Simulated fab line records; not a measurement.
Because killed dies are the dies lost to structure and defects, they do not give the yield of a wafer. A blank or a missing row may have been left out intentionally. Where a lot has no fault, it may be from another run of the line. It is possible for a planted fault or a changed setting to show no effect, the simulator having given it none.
A struck lot beside a sound one | flow gf180mcu | 17 out of 602 route steps
Sound: these wafers, L770.3, L770.4, L770.6. Struck: wafers L790.2, L790.5 (left out: L790.1, a lot-mate that was not struck); the cause follows at the end.
Each step with rows lists, per side, the tool, then ch with its chambers, then its first start. Under that, the readings that differ: sound wafers | struck wafers | difference of the means | sigmas: that difference in standard deviations of wafers without a fault.
alike: same words and numbers on both sides, and readings whose means sit less than 2 such deviations apart. not compared: any withheld reading, any reading some wafer has no value for, any bound like >300 that may hide the same value, and any number with overlapping values for which the record gives no deviation.
A row with sigmas, a row that says differs or no value, or rows on one side alone: a step with any of these is where the two part. Numbers that have no deviation but don't overlap get no sigmas and don't part them. A reading missing from all wafers of one side parts the sides only when that side holds two or more wafers.

first, 4 steps without rows for these wafers: GF_M1_SOFTBAKE_10 (time 60 s); GF_M1_EXPOSE_11 (exposes mask Metal1, target cd 230 nm); GF_M1_PEB_12 (peb time 90 s); GF_M1_DEVELOP_13 (develop time 60 s).
GF_M1_CD_MEAS_14: target cd 230 nm.
  sound: cd sem-02 at day 17 17:49; struck: cd sem-01 at day 24 14:53
  alike: cd nm
GF_M1_OVL_MEAS_15:
  sound: overlay-01 at day 17 17:55; struck: overlay-01 at day 24 15:01
  alike: M1_OVL
GF_M1_METAL_ETCH_16: etches the open film in Cl2/BCl3, stops on SiO2, target depth 750.8 nm, time 125.1 s.
  sound on rie metal-03 ch 0,1, day 17 18:00; struck on rie metal-03 ch 0, day 24 15:02
  alike: drypump motor current A, oes product au, throttle valve pct
  not compared: rf hours counter h
GF_M1_STRIP_17: strips in O2/N2.
  sound on plasma asher-04 ch 0,1, day 17 18:08; struck on plasma asher-03 ch 0,1, day 24 15:10
  reading             | sound             | struck      | difference | sigmas
  n2 flow sccm (sccm) | 300.8 301.0 301.7 | 300.0 298.1 | -2.1       | -2
  alike: drypump motor current A, heater power w, oes product au, strip time to endpoint s
  not compared: rf hours counter h
then, 3 steps without rows for these wafers: GF_M1_STRIP_18 (strips in post etch residue remover, time 1200 s); GF_M1_CLEAN_19 (cleans in DIW); GF_V1_CVD_00 (deposits SiO2, target thk 600 nm, time 100 s).
GF_V1_THK_MEAS_01:
  sound: film metro-04 at day 17 18:44; struck: film metro-04 at day 24 15:47
  reading            | sound       | struck  | difference | sigmas
  V1_CVD_00_THK (nm) | 600 612 598 | 579 579 | -24        | -3
GF_V1_CVD_02: deposits SiO2 from TEOS, target thk 850 nm, time 94.851 s.
  sound on pecvd-01 ch 0,1,2, day 17 18:47; struck on pecvd-03 ch 0,2, day 24 15:50
  reading                             | sound             | struck      | difference | sigmas
  run length s (s)                    | 122.9 122.9 121.8 | 136.5 136.5 | +14.0      | +18
  model.SiO2_of_V1_CVD_02.thk nm (nm) | 843.6 840.1 860.4 | 961.8 980   | +122.9     |
  alike: heater power w
GF_V1_THK_MEAS_03:
  sound: film metro-01 at day 17 18:52; struck: film metro-01 at day 24 15:55
  reading            | sound       | struck  | difference | sigmas
  V1_CVD_02_THK (nm) | 844 840 861 | 963 981 | +124       | +12
GF_V1_CMP_04: polishes SiO2.
  sound on cmp-01 ch 1,2,3, day 17 18:58; struck on cmp-01 ch 3, day 24 15:58
  reading                | sound    | struck  | difference | sigmas
  time to endpoint s (s) | 81 70 82 | 130 139 | +57        | +9
  alike: motor current A
GF_V1_BOW_MEAS_05:
  sound: film metro-01 at day 17 19:17; struck: film metro-04 at day 24 16:16
  alike: V1_BOW
then, 1 step without rows for these wafers: GF_PASSIVATION_PROBE_99.

WHERE THEY PART
First at GF_M1_STRIP_17; last, within this record, at GF_V1_CMP_04. Later steps at which nothing parts them and some readings are alike: GF_V1_BOW_MEAS_05.

WHY: what had been put in by the simulator
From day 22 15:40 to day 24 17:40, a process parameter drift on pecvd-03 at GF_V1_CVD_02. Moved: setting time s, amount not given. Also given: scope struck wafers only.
